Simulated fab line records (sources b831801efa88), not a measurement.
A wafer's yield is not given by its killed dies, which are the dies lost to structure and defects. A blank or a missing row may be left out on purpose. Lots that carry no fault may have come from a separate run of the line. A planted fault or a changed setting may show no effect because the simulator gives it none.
What tool caused it? || flow sky130 || 72 wafers from 24 lots sampled at 6 of the route's 708 steps

## WHAT EACH GAUGE READ, for each wafer
SKY_CONTACT_THK_MEAS_26: measures by xrf.
{"lot": "L074", "measured": "day 31 00:16", "on": "film_metro-01", "CONTACT_W_THK (nm)": "319 318 320"}
{"lot": "L075", "measured": "day 31 06:16", "on": "film_metro-04", "CONTACT_W_THK (nm)": "319 320 318"}
{"lot": "L076", "measured": "day 32 00:55", "on": "film_metro-01", "CONTACT_W_THK (nm)": "326 327 328"}
{"lot": "L077", "measured": "day 32 14:10", "on": "film_metro-01", "CONTACT_W_THK (nm)": "322 320 324"}
{"lot": "L078", "measured": "day 32 23:10", "on": "film_metro-04", "CONTACT_W_THK (nm)": "327 328 330"}
{"lot": "L079", "measured": "day 33 02:53", "on": "film_metro-01", "CONTACT_W_THK (nm)": "325 318 319"}
{"lot": "L080", "measured": "day 33 17:11", "on": "film_metro-04", "CONTACT_W_THK (nm)": "319 322 322"}
{"lot": "L081", "measured": "day 34 01:00", "on": "film_metro-02", "CONTACT_W_THK (nm)": "319 321 318"}
{"lot": "L082", "measured": "day 34 02:27", "on": "film_metro-04", "CONTACT_W_THK (nm)": "318 313 310"}
{"lot": "L083", "measured": "day 34 10:02", "on": "film_metro-04", "CONTACT_W_THK (nm)": "323 322 321"}
{"lot": "L084", "measured": "day 34 20:13", "on": "film_metro-04", "CONTACT_W_THK (nm)": "318 319 317"}
{"lot": "L086", "measured": "day 35 02:58", "on": "film_metro-04", "CONTACT_W_THK (nm)": "327 326 323"}
{"lot": "L085", "measured": "day 35 03:21", "on": "film_metro-01", "CONTACT_W_THK (nm)": "316 318 319"}
{"lot": "L087", "measured": "day 35 15:55", "on": "film_metro-02", "CONTACT_W_THK (nm)": "320 324 316"}
{"lot": "L088", "measured": "day 35 17:06", "on": "film_metro-04", "CONTACT_W_THK (nm)": "320 321 322"}
{"lot": "L089", "measured": "day 36 05:50", "on": "film_metro-04", "CONTACT_W_THK (nm)": "323 323 327"}
{"lot": "L090", "measured": "day 36 16:48", "on": "film_metro-04", "CONTACT_W_THK (nm)": "320 319 316"}
{"lot": "L091", "measured": "day 36 17:48", "on": "film_metro-02", "CONTACT_W_THK (nm)": "317 319 322"}
{"lot": "L093", "measured": "day 38 20:01", "on": "film_metro-02", "CONTACT_W_THK (nm)": "320 320 322"}
{"lot": "L094", "measured": "day 38 20:42", "on": "film_metro-02", "CONTACT_W_THK (nm)": "315 314 318"}
{"lot": "L092", "measured": "day 38 22:05", "on": "film_metro-02", "CONTACT_W_THK (nm)": "313 313 314"}
{"lot": "L095", "measured": "day 38 22:46", "on": "film_metro-02", "CONTACT_W_THK (nm)": "314 314 316"}
{"lot": "L096", "measured": "day 39 00:19", "on": "film_metro-01", "CONTACT_W_THK (nm)": "317 317 318"}
{"lot": "L097", "measured": "day 39 05:54", "on": "film_metro-02", "CONTACT_W_THK (nm)": "319 318 323"}

SKY_VIA2_OVL_MEAS_13.
{"lot": "L074", "measured": "day 35 14:40", "on": "overlay-01", "VIA2_OVL (nm)": "-4 -7 0"}
{"lot": "L075", "measured": "day 35 21:49", "on": "overlay-01", "VIA2_OVL (nm)": "0 -1 5"}
{"lot": "L076", "measured": "day 36 14:55", "on": "overlay-01", "VIA2_OVL (nm)": "-1 3 -6"}
{"lot": "L077", "measured": "day 37 04:04", "on": "overlay-02", "VIA2_OVL (nm)": "-2 -4 -2"}
{"lot": "L078", "measured": "day 37 13:52", "on": "overlay-02", "VIA2_OVL (nm)": "-5 1 1"}
{"lot": "L079", "measured": "day 37 14:06", "on": "overlay-02", "VIA2_OVL (nm)": "-7 -9 -4"}
{"lot": "L080", "measured": "day 38 05:58", "on": "overlay-01", "VIA2_OVL (nm)": "-6 -8 -12"}
{"lot": "L081", "measured": "day 38 11:52", "on": "overlay-01", "VIA2_OVL (nm)": "3 -1 3"}
{"lot": "L082", "measured": "day 38 16:37", "on": "overlay-01", "VIA2_OVL (nm)": "-5 3 7"}
{"lot": "L083", "measured": "day 38 22:31", "on": "overlay-02", "VIA2_OVL (nm)": "-9 -8 -2"}
{"lot": "L084", "measured": "day 39 08:49", "on": "overlay-01", "VIA2_OVL (nm)": "2 -2 0"}
{"lot": "L086", "measured": "day 39 13:10", "on": "overlay-02", "VIA2_OVL (nm)": "-4 5 4"}
{"lot": "L085", "measured": "day 39 14:52", "on": "overlay-02", "VIA2_OVL (nm)": "-4 1 -5"}
{"lot": "L087", "measured": "day 40 03:37", "on": "overlay-02", "VIA2_OVL (nm)": "-8 -4 1"}
{"lot": "L088", "measured": "day 40 05:13", "on": "overlay-01", "VIA2_OVL (nm)": "2 15 3"}
{"lot": "L089", "measured": "day 40 15:55", "on": "overlay-02", "VIA2_OVL (nm)": "-5 0 -8"}
{"lot": "L090", "measured": "day 41 02:20", "on": "overlay-01", "VIA2_OVL (nm)": "0 -1 3"}
{"lot": "L091", "measured": "day 41 03:58", "on": "overlay-01", "VIA2_OVL (nm)": "9 7 0"}
{"lot": "L093", "measured": "day 43 01:14", "on": "overlay-01", "VIA2_OVL (nm)": "1 -5 -1"}
{"lot": "L094", "measured": "day 43 01:49", "on": "overlay-02", "VIA2_OVL (nm)": "2 -1 5"}
{"lot": "L092", "measured": "day 43 02:19", "on": "overlay-02", "VIA2_OVL (nm)": "0 8 2"}
{"lot": "L095", "measured": "day 43 03:16", "on": "overlay-02", "VIA2_OVL (nm)": "-1 -2 -9"}
{"lot": "L096", "measured": "day 43 05:52", "on": "overlay-02", "VIA2_OVL (nm)": "-3 0 0"}
{"lot": "L097", "measured": "day 43 09:08", "on": "overlay-02", "VIA2_OVL (nm)": "-8 -7 0"}

SKY_VIA2_THK_MEAS_23: measures by xrf.
{"lot": "L074", "measured": "day 35 15:44", "on": "film_metro-01", "VIA2_W_THK (nm)": "383 382 387"}
{"lot": "L075", "measured": "day 35 22:55", "on": "film_metro-04", "VIA2_W_THK (nm)": "388 393 391"}
{"lot": "L076", "measured": "day 36 15:59", "on": "film_metro-01", "VIA2_W_THK (nm)": "388 387 385"}
{"lot": "L077", "measured": "day 37 05:08", "on": "film_metro-02", "VIA2_W_THK (nm)": "385 390 386"}
{"lot": "L078", "measured": "day 37 14:55", "on": "film_metro-02", "VIA2_W_THK (nm)": "396 388 394"}
{"lot": "L079", "measured": "day 37 15:11", "on": "film_metro-02", "VIA2_W_THK (nm)": "386 387 388"}
{"lot": "L080", "measured": "day 38 07:01", "on": "film_metro-02", "VIA2_W_THK (nm)": "388 384 389"}
{"lot": "L081", "measured": "day 38 12:59", "on": "film_metro-04", "VIA2_W_THK (nm)": "399 398 394"}
{"lot": "L082", "measured": "day 38 17:42", "on": "film_metro-04", "VIA2_W_THK (nm)": "404 406 402"}
{"lot": "L083", "measured": "day 38 23:35", "on": "film_metro-02", "VIA2_W_THK (nm)": "388 389 386"}
{"lot": "L084", "measured": "day 39 09:51", "on": "film_metro-02", "VIA2_W_THK (nm)": "389 384 383"}
{"lot": "L086", "measured": "day 39 14:14", "on": "film_metro-02", "VIA2_W_THK (nm)": "386 384 385"}
{"lot": "L085", "measured": "day 39 15:55", "on": "film_metro-02", "VIA2_W_THK (nm)": "384 375 382"}
{"lot": "L087", "measured": "day 40 04:39", "on": "film_metro-02", "VIA2_W_THK (nm)": "393 389 386"}
{"lot": "L088", "measured": "day 40 06:16", "on": "film_metro-04", "VIA2_W_THK (nm)": "394 398 393"}
{"lot": "L089", "measured": "day 40 17:02", "on": "film_metro-04", "VIA2_W_THK (nm)": "389 386 391"}
{"lot": "L090", "measured": "day 41 03:26", "on": "film_metro-02", "VIA2_W_THK (nm)": "394 394 392"}
{"lot": "L091", "measured": "day 41 05:11", "on": "film_metro-04", "VIA2_W_THK (nm)": "392 398 396"}
{"lot": "L093", "measured": "day 43 02:17", "on": "film_metro-04", "VIA2_W_THK (nm)": "391 394 397"}
{"lot": "L094", "measured": "day 43 02:52", "on": "film_metro-02", "VIA2_W_THK (nm)": "387 384 384"}
{"lot": "L092", "measured": "day 43 03:23", "on": "film_metro-01", "VIA2_W_THK (nm)": "392 399 395"}
{"lot": "L095", "measured": "day 43 04:19", "on": "film_metro-04", "VIA2_W_THK (nm)": "389 392 392"}
{"lot": "L096", "measured": "day 43 06:55", "on": "film_metro-01", "VIA2_W_THK (nm)": "393 388 395"}
{"lot": "L097", "measured": "day 43 10:13", "on": "film_metro-02", "VIA2_W_THK (nm)": "388 390 386"}

## TOOL THAT RAN EACH LOT (tool first, then ch and the chambers of the sampled wafers, then the start)
{"lot": "L074", "SKY_METAL1_SPUTTER_01": "pvd_sputter-01, day 31 00:38", "SKY_METAL1_ETCH_18": "rie_metal-04 ch 0,1, day 32 03:34", "SKY_METAL2_ETCH_18": "rie_metal-01 ch 0,1, day 34 12:11"}
{"lot": "L075", "SKY_METAL1_SPUTTER_01": "pvd_sputter-04, day 31 06:43", "SKY_METAL1_ETCH_18": "rie_metal-04 ch 0,1, day 32 11:00", "SKY_METAL2_ETCH_18": "rie_metal-02 ch 0,1, day 34 18:11"}
{"lot": "L076", "SKY_METAL1_SPUTTER_01": "pvd_sputter-03, day 32 01:28", "SKY_METAL1_ETCH_18": "rie_metal-02 ch 0,1, day 33 05:20", "SKY_METAL2_ETCH_18": "rie_metal-01 ch 0,1, day 35 11:07"}
{"lot": "L077", "SKY_METAL1_SPUTTER_01": "pvd_sputter-01, day 32 14:32", "SKY_METAL1_ETCH_18": "rie_metal-03 ch 0,1, day 33 17:44", "SKY_METAL2_ETCH_18": "rie_metal-02 ch 0,1, day 36 00:13"}
{"lot": "L078", "SKY_METAL1_SPUTTER_01": "pvd_sputter-01, day 32 23:33", "SKY_METAL1_ETCH_18": "rie_metal-02 ch 0,1, day 34 02:05", "SKY_METAL2_ETCH_18": "rie_metal-03 ch 0, day 36 09:42"}
{"lot": "L079", "SKY_METAL1_SPUTTER_01": "pvd_sputter-04, day 33 03:16", "SKY_METAL1_ETCH_18": "rie_metal-04 ch 0,1, day 34 04:43", "SKY_METAL2_ETCH_18": "rie_metal-01 ch 0,1, day 36 11:05"}
{"lot": "L080", "SKY_METAL1_SPUTTER_01": "pvd_sputter-04, day 33 17:34", "SKY_METAL1_ETCH_18": "rie_metal-03 ch 0,1, day 34 18:50", "SKY_METAL2_ETCH_18": "rie_metal-01 ch 0,1, day 37 02:38"}
{"lot": "L081", "SKY_METAL1_SPUTTER_01": "pvd_sputter-01, day 34 01:26", "SKY_METAL1_ETCH_18": "rie_metal-02 ch 0,1, day 35 02:41", "SKY_METAL2_ETCH_18": "rie_metal-03 ch 1, day 37 09:09"}
{"lot": "L082", "SKY_METAL1_SPUTTER_01": "pvd_sputter-04, day 34 02:50", "SKY_METAL1_ETCH_18": "rie_metal-04 ch 0,1, day 35 04:47", "SKY_METAL2_ETCH_18": "rie_metal-01 ch 0,1, day 37 13:44"}
{"lot": "L083", "SKY_METAL1_SPUTTER_01": "pvd_sputter-03, day 34 10:24", "SKY_METAL1_ETCH_18": "rie_metal-04 ch 0, day 35 12:57", "SKY_METAL2_ETCH_18": "rie_metal-01 ch 0,1, day 37 20:13"}
{"lot": "L084", "SKY_METAL1_SPUTTER_01": "pvd_sputter-01, day 34 20:36", "SKY_METAL1_ETCH_18": "rie_metal-03 ch 0,1, day 35 23:08", "SKY_METAL2_ETCH_18": "rie_metal-03 ch 0,1, day 38 06:31"}
{"lot": "L086", "SKY_METAL1_SPUTTER_01": "pvd_sputter-01, day 35 03:20", "SKY_METAL1_ETCH_18": "rie_metal-03 ch 0,1, day 36 04:37", "SKY_METAL2_ETCH_18": "rie_metal-03 ch 0,1, day 38 10:56"}
{"lot": "L085", "SKY_METAL1_SPUTTER_01": "pvd_sputter-04, day 35 03:43", "SKY_METAL1_ETCH_18": "rie_metal-02 ch 0,1, day 36 05:55", "SKY_METAL2_ETCH_18": "rie_metal-01 ch 0,1, day 38 12:38"}
{"lot": "L087", "SKY_METAL1_SPUTTER_01": "pvd_sputter-03, day 35 16:40", "SKY_METAL1_ETCH_18": "rie_metal-02 ch 1, day 36 18:31", "SKY_METAL2_ETCH_18": "rie_metal-01 ch 0,1, day 39 01:35"}
{"lot": "L088", "SKY_METAL1_SPUTTER_01": "pvd_sputter-01, day 35 17:28", "SKY_METAL1_ETCH_18": "rie_metal-03 ch 0, day 36 19:38", "SKY_METAL2_ETCH_18": "rie_metal-02 ch 0,1, day 39 03:27"}
{"lot": "L089", "SKY_METAL1_SPUTTER_01": "pvd_sputter-03, day 36 06:13", "SKY_METAL1_ETCH_18": "rie_metal-02 ch 0,1, day 37 08:46", "SKY_METAL2_ETCH_18": "rie_metal-03 ch 0,1, day 39 14:17"}
{"lot": "L090", "SKY_METAL1_SPUTTER_01": "pvd_sputter-03, day 36 17:23", "SKY_METAL1_ETCH_18": "rie_metal-02 ch 0,1, day 37 19:34", "SKY_METAL2_ETCH_18": "rie_metal-01 ch 0,1, day 40 00:47"}
{"lot": "L091", "SKY_METAL1_SPUTTER_01": "pvd_sputter-04, day 36 18:35", "SKY_METAL1_ETCH_18": "rie_metal-03 ch 0,1, day 37 20:56", "SKY_METAL2_ETCH_18": "rie_metal-01 ch 0,1, day 40 02:39"}
{"lot": "L093", "SKY_METAL1_SPUTTER_01": "pvd_sputter-01, day 38 20:22", "SKY_METAL1_ETCH_18": "rie_metal-02 ch 0,1, day 39 21:16", "SKY_METAL2_ETCH_18": "rie_metal-01 ch 0,1, day 42 00:12"}
{"lot": "L094", "SKY_METAL1_SPUTTER_01": "pvd_sputter-04, day 38 21:05", "SKY_METAL1_ETCH_18": "rie_metal-03 ch 0,1, day 39 22:29", "SKY_METAL2_ETCH_18": "rie_metal-02 ch 0, day 42 01:17"}
{"lot": "L092", "SKY_METAL1_SPUTTER_01": "pvd_sputter-01, day 38 22:27", "SKY_METAL1_ETCH_18": "rie_metal-04 ch 1, day 39 22:50", "SKY_METAL2_ETCH_18": "rie_metal-03 ch 0,1, day 42 01:47"}
{"lot": "L095", "SKY_METAL1_SPUTTER_01": "pvd_sputter-03, day 38 23:10", "SKY_METAL1_ETCH_18": "rie_metal-02 ch 0,1, day 40 00:02", "SKY_METAL2_ETCH_18": "rie_metal-01 ch 0,1, day 42 02:29"}
{"lot": "L096", "SKY_METAL1_SPUTTER_01": "pvd_sputter-03, day 39 00:41", "SKY_METAL1_ETCH_18": "rie_metal-03 ch 0,1, day 40 01:59", "SKY_METAL2_ETCH_18": "rie_metal-02 ch 0,1, day 42 04:59"}
{"lot": "L097", "SKY_METAL1_SPUTTER_01": "pvd_sputter-03, day 39 06:15", "SKY_METAL1_ETCH_18": "rie_metal-04 ch 0,1, day 40 07:18", "SKY_METAL2_ETCH_18": "rie_metal-03 ch 0,1, day 42 09:44"}
- SKY_METAL1_SPUTTER_01: material TiN, target thk 20 nm, time 16.7 s.
- SKY_METAL1_ETCH_18: etches BARC in N2/H2, stops on SiO2, time 45.9 s, target depth 60 nm.
- SKY_METAL2_ETCH_18: etches BARC in N2/H2, stops on SiO2, time 45.9 s, target depth 60 nm.

## WHAT THE TOOLS THEMSELVES READ (means of the sampled wafers that have a number; where no wafer has one, the mark that the record gives instead)
SKY_METAL1_SPUTTER_01.
{"lot": "L074", "tool": "pvd_sputter-01", "throttle_valve_pct (%)": 30.2}
{"lot": "L075", "tool": "pvd_sputter-04", "throttle_valve_pct (%)": 29.2}
{"lot": "L076", "tool": "pvd_sputter-03", "throttle_valve_pct (%)": 28.1}
{"lot": "L077", "tool": "pvd_sputter-01", "throttle_valve_pct (%)": 30.6}
{"lot": "L078", "tool": "pvd_sputter-01", "throttle_valve_pct (%)": 30.1}
{"lot": "L079", "tool": "pvd_sputter-04", "throttle_valve_pct (%)": 30.1}
{"lot": "L080", "tool": "pvd_sputter-04", "throttle_valve_pct (%)": 30.4}
{"lot": "L081", "tool": "pvd_sputter-01", "throttle_valve_pct (%)": 30.6}
{"lot": "L082", "tool": "pvd_sputter-04", "throttle_valve_pct (%)": 30.2}
{"lot": "L083", "tool": "pvd_sputter-03", "throttle_valve_pct (%)": 30.9}
{"lot": "L084", "tool": "pvd_sputter-01", "throttle_valve_pct (%)": 30.6}
{"lot": "L086", "tool": "pvd_sputter-01", "throttle_valve_pct (%)": 30.2}
{"lot": "L085", "tool": "pvd_sputter-04", "throttle_valve_pct (%)": 30.7}
{"lot": "L087", "tool": "pvd_sputter-03", "throttle_valve_pct (%)": 30.0}
{"lot": "L088", "tool": "pvd_sputter-01", "throttle_valve_pct (%)": 30.6}
{"lot": "L089", "tool": "pvd_sputter-03", "throttle_valve_pct (%)": 29.3}
{"lot": "L090", "tool": "pvd_sputter-03", "throttle_valve_pct (%)": 29.6}
{"lot": "L091", "tool": "pvd_sputter-04", "throttle_valve_pct (%)": 29.0}
{"lot": "L093", "tool": "pvd_sputter-01", "throttle_valve_pct (%)": 30.2}
{"lot": "L094", "tool": "pvd_sputter-04", "throttle_valve_pct (%)": 30.3}
{"lot": "L092", "tool": "pvd_sputter-01", "throttle_valve_pct (%)": 30.4}
{"lot": "L095", "tool": "pvd_sputter-03", "throttle_valve_pct (%)": 28.0}
{"lot": "L096", "tool": "pvd_sputter-03", "throttle_valve_pct (%)": 30.1}
{"lot": "L097", "tool": "pvd_sputter-03", "throttle_valve_pct (%)": 30.1}

SKY_METAL1_ETCH_18.
{"lot": "L074", "tool": "rie_metal-04", "chamber_pressure_mTorr (mTorr)": 29.994, "drypump_motor_current_A (A)": 5.4, "oes_product_au (a.u.)": 0.852, "throttle_valve_pct (%)": 13.227}
{"lot": "L075", "tool": "rie_metal-04", "chamber_pressure_mTorr (mTorr)": 30.006, "drypump_motor_current_A (A)": 5.6, "oes_product_au (a.u.)": 0.855, "throttle_valve_pct (%)": 13.237}
{"lot": "L076", "tool": "rie_metal-02", "chamber_pressure_mTorr (mTorr)": 29.974, "drypump_motor_current_A (A)": 5.7, "oes_product_au (a.u.)": 0.855, "throttle_valve_pct (%)": 13.235}
{"lot": "L077", "tool": "rie_metal-03", "chamber_pressure_mTorr (mTorr)": 29.995, "drypump_motor_current_A (A)": 5.3, "oes_product_au (a.u.)": 0.852, "throttle_valve_pct (%)": 13.219}
{"lot": "L078", "tool": "rie_metal-02", "chamber_pressure_mTorr (mTorr)": 29.986, "drypump_motor_current_A (A)": 5.7, "oes_product_au (a.u.)": 0.851, "throttle_valve_pct (%)": 13.213}
{"lot": "L079", "tool": "rie_metal-04", "chamber_pressure_mTorr (mTorr)": 29.994, "drypump_motor_current_A (A)": 5.4, "oes_product_au (a.u.)": 0.853, "throttle_valve_pct (%)": 13.221}
{"lot": "L080", "tool": "rie_metal-03", "chamber_pressure_mTorr (mTorr)": 29.993, "drypump_motor_current_A (A)": 5.8, "oes_product_au (a.u.)": 0.856, "throttle_valve_pct (%)": 13.234}
{"lot": "L081", "tool": "rie_metal-02", "chamber_pressure_mTorr (mTorr)": 30.015, "drypump_motor_current_A (A)": 6.1, "oes_product_au (a.u.)": 0.856, "throttle_valve_pct (%)": 13.231}
{"lot": "L082", "tool": "rie_metal-04", "chamber_pressure_mTorr (mTorr)": 29.986, "drypump_motor_current_A (A)": 5.4, "oes_product_au (a.u.)": 0.857, "throttle_valve_pct (%)": 13.224}
{"lot": "L083", "tool": "rie_metal-04", "chamber_pressure_mTorr (mTorr)": 30.014, "drypump_motor_current_A (A)": 5.9, "oes_product_au (a.u.)": 0.850, "throttle_valve_pct (%)": 13.225}
{"lot": "L084", "tool": "rie_metal-03", "chamber_pressure_mTorr (mTorr)": 30.002, "drypump_motor_current_A (A)": 5.3, "oes_product_au (a.u.)": 0.854, "throttle_valve_pct (%)": 13.225}
{"lot": "L086", "tool": "rie_metal-03", "chamber_pressure_mTorr (mTorr)": 29.986, "drypump_motor_current_A (A)": 5.3, "oes_product_au (a.u.)": 0.853, "throttle_valve_pct (%)": 13.219}
{"lot": "L085", "tool": "rie_metal-02", "chamber_pressure_mTorr (mTorr)": 30.003, "drypump_motor_current_A (A)": 5.7, "oes_product_au (a.u.)": 0.853, "throttle_valve_pct (%)": 13.222}
{"lot": "L087", "tool": "rie_metal-02", "chamber_pressure_mTorr (mTorr)": 29.988, "drypump_motor_current_A (A)": 5.4, "oes_product_au (a.u.)": 0.851, "throttle_valve_pct (%)": 13.222}
{"lot": "L088", "tool": "rie_metal-03", "chamber_pressure_mTorr (mTorr)": 29.992, "drypump_motor_current_A (A)": 6.4, "oes_product_au (a.u.)": 0.855, "throttle_valve_pct (%)": 13.228}
{"lot": "L089", "tool": "rie_metal-02", "chamber_pressure_mTorr (mTorr)": 30.000, "drypump_motor_current_A (A)": 5.7, "oes_product_au (a.u.)": 0.853, "throttle_valve_pct (%)": 13.217}
{"lot": "L090", "tool": "rie_metal-02", "chamber_pressure_mTorr (mTorr)": 29.979, "drypump_motor_current_A (A)": 6.1, "oes_product_au (a.u.)": 0.859, "throttle_valve_pct (%)": 13.231}
{"lot": "L091", "tool": "rie_metal-03", "chamber_pressure_mTorr (mTorr)": 30.002, "drypump_motor_current_A (A)": 5.8, "oes_product_au (a.u.)": 0.859, "throttle_valve_pct (%)": 13.213}
{"lot": "L093", "tool": "rie_metal-02", "chamber_pressure_mTorr (mTorr)": 29.966, "drypump_motor_current_A (A)": 5.7, "oes_product_au (a.u.)": 0.860, "throttle_valve_pct (%)": 13.224}
{"lot": "L094", "tool": "rie_metal-03", "chamber_pressure_mTorr (mTorr)": 29.998, "drypump_motor_current_A (A)": 5.8, "oes_product_au (a.u.)": 0.854, "throttle_valve_pct (%)": 13.225}
{"lot": "L092", "tool": "rie_metal-04", "chamber_pressure_mTorr (mTorr)": 29.987, "drypump_motor_current_A (A)": 5.2, "oes_product_au (a.u.)": 0.855, "throttle_valve_pct (%)": 13.227}
{"lot": "L095", "tool": "rie_metal-02", "chamber_pressure_mTorr (mTorr)": 29.988, "drypump_motor_current_A (A)": 6.0, "oes_product_au (a.u.)": 0.853, "throttle_valve_pct (%)": 13.231}
{"lot": "L096", "tool": "rie_metal-03", "chamber_pressure_mTorr (mTorr)": 30.001, "drypump_motor_current_A (A)": 5.8, "oes_product_au (a.u.)": 0.851, "throttle_valve_pct (%)": 13.218}
{"lot": "L097", "tool": "rie_metal-04", "chamber_pressure_mTorr (mTorr)": 29.977, "drypump_motor_current_A (A)": 5.7, "oes_product_au (a.u.)": 0.850, "throttle_valve_pct (%)": 13.229}

SKY_METAL2_ETCH_18.
{"lot": "L074", "tool": "rie_metal-01", "chamber_pressure_mTorr (mTorr)": 30.020, "drypump_motor_current_A (A)": 5.4, "oes_product_au (a.u.)": 0.852, "throttle_valve_pct (%)": 13.235}
{"lot": "L075", "tool": "rie_metal-02", "chamber_pressure_mTorr (mTorr)": 30.000, "drypump_motor_current_A (A)": 6.1, "oes_product_au (a.u.)": 0.852, "throttle_valve_pct (%)": 13.223}
{"lot": "L076", "tool": "rie_metal-01", "chamber_pressure_mTorr (mTorr)": 29.982, "drypump_motor_current_A (A)": 5.6, "oes_product_au (a.u.)": 0.855, "throttle_valve_pct (%)": 13.223}
{"lot": "L077", "tool": "rie_metal-02", "chamber_pressure_mTorr (mTorr)": 29.999, "drypump_motor_current_A (A)": 5.7, "oes_product_au (a.u.)": 0.858, "throttle_valve_pct (%)": 13.221}
{"lot": "L078", "tool": "rie_metal-03", "chamber_pressure_mTorr (mTorr)": 30.008, "drypump_motor_current_A (A)": 6.4, "oes_product_au (a.u.)": 0.858, "throttle_valve_pct (%)": 13.219}
{"lot": "L079", "tool": "rie_metal-01", "chamber_pressure_mTorr (mTorr)": 30.003, "drypump_motor_current_A (A)": 5.3, "oes_product_au (a.u.)": 0.853, "throttle_valve_pct (%)": 13.225}
{"lot": "L080", "tool": "rie_metal-01", "chamber_pressure_mTorr (mTorr)": 29.988, "drypump_motor_current_A (A)": 5.6, "oes_product_au (a.u.)": 0.852, "throttle_valve_pct (%)": 13.230}
{"lot": "L081", "tool": "rie_metal-03", "chamber_pressure_mTorr (mTorr)": 29.998, "drypump_motor_current_A (A)": 4.7, "oes_product_au (a.u.)": 0.853, "throttle_valve_pct (%)": 13.221}
{"lot": "L082", "tool": "rie_metal-01", "chamber_pressure_mTorr (mTorr)": 30.013, "drypump_motor_current_A (A)": 5.3, "oes_product_au (a.u.)": 0.852, "throttle_valve_pct (%)": 13.233}
{"lot": "L083", "tool": "rie_metal-01", "chamber_pressure_mTorr (mTorr)": 29.997, "drypump_motor_current_A (A)": 5.4, "oes_product_au (a.u.)": 0.852, "throttle_valve_pct (%)": 13.229}
{"lot": "L084", "tool": "rie_metal-03", "chamber_pressure_mTorr (mTorr)": 30.021, "drypump_motor_current_A (A)": 5.3, "oes_product_au (a.u.)": 0.854, "throttle_valve_pct (%)": 13.223}
{"lot": "L086", "tool": "rie_metal-03", "chamber_pressure_mTorr (mTorr)": 30.000, "drypump_motor_current_A (A)": 5.8, "oes_product_au (a.u.)": 0.852, "throttle_valve_pct (%)": 13.226}
{"lot": "L085", "tool": "rie_metal-01", "chamber_pressure_mTorr (mTorr)": 30.015, "drypump_motor_current_A (A)": 5.6, "oes_product_au (a.u.)": 0.856, "throttle_valve_pct (%)": 13.222}
{"lot": "L087", "tool": "rie_metal-01", "chamber_pressure_mTorr (mTorr)": 30.000, "drypump_motor_current_A (A)": 5.6, "oes_product_au (a.u.)": 0.854, "throttle_valve_pct (%)": 13.216}
{"lot": "L088", "tool": "rie_metal-02", "chamber_pressure_mTorr (mTorr)": 29.987, "drypump_motor_current_A (A)": 6.0, "oes_product_au (a.u.)": 0.848, "throttle_valve_pct (%)": 13.224}
{"lot": "L089", "tool": "rie_metal-03", "chamber_pressure_mTorr (mTorr)": 29.996, "drypump_motor_current_A (A)": 5.8, "oes_product_au (a.u.)": 0.857, "throttle_valve_pct (%)": 13.227}
{"lot": "L090", "tool": "rie_metal-01", "chamber_pressure_mTorr (mTorr)": 29.999, "drypump_motor_current_A (A)": 5.4, "oes_product_au (a.u.)": 0.854, "throttle_valve_pct (%)": 13.227}
{"lot": "L091", "tool": "rie_metal-01", "chamber_pressure_mTorr (mTorr)": 30.013, "drypump_motor_current_A (A)": 5.4, "oes_product_au (a.u.)": 0.852, "throttle_valve_pct (%)": 13.228}
{"lot": "L093", "tool": "rie_metal-01", "chamber_pressure_mTorr (mTorr)": 29.974, "drypump_motor_current_A (A)": 5.3, "oes_product_au (a.u.)": 0.853, "throttle_valve_pct (%)": 13.232}
{"lot": "L094", "tool": "rie_metal-02", "chamber_pressure_mTorr (mTorr)": 30.011, "drypump_motor_current_A (A)": 6.4, "oes_product_au (a.u.)": 0.857, "throttle_valve_pct (%)": 13.219}
{"lot": "L092", "tool": "rie_metal-03", "chamber_pressure_mTorr (mTorr)": 30.006, "drypump_motor_current_A (A)": 5.8, "oes_product_au (a.u.)": 0.852, "throttle_valve_pct (%)": 13.223}
{"lot": "L095", "tool": "rie_metal-01", "chamber_pressure_mTorr (mTorr)": 30.007, "drypump_motor_current_A (A)": 5.6, "oes_product_au (a.u.)": 0.859, "throttle_valve_pct (%)": 13.220}
{"lot": "L096", "tool": "rie_metal-02", "chamber_pressure_mTorr (mTorr)": 29.988, "drypump_motor_current_A (A)": 6.1, "oes_product_au (a.u.)": 0.864, "throttle_valve_pct (%)": 13.225}
{"lot": "L097", "tool": "rie_metal-03", "chamber_pressure_mTorr (mTorr)": 29.990, "drypump_motor_current_A (A)": 5.8, "oes_product_au (a.u.)": 0.865, "throttle_valve_pct (%)": 13.232}

## THE ANSWER, worked out from the rows above alone
Rule: what is usual is taken from the lots themselves. Put in order of their means at a reading, lots are off if they are a third of the lots or fewer, leave a main group of 4 or more, and stand apart from it by a gap of 3 or more times the standard deviation of the main group's means; of several such gaps the widest counts. A main group whose means are all the same, to the digits that the tables above print for the reading, isn't used. Also off: a lot with no number at a reading for which 4 or more lots have one. Where the step has rows for the other lots, those lots are counted as sound. After the gauges, taken in route order, come the tools' own readings; for these a lot's mean is taken, as printed above. At the first step where some lot is off, the reading lying furthest off is the one used; lots without a number count as furthest.
Across all readings shown, no lot is off: no conclusion can be drawn from this.

## WHAT THE SIMULATOR HAD INSERTED
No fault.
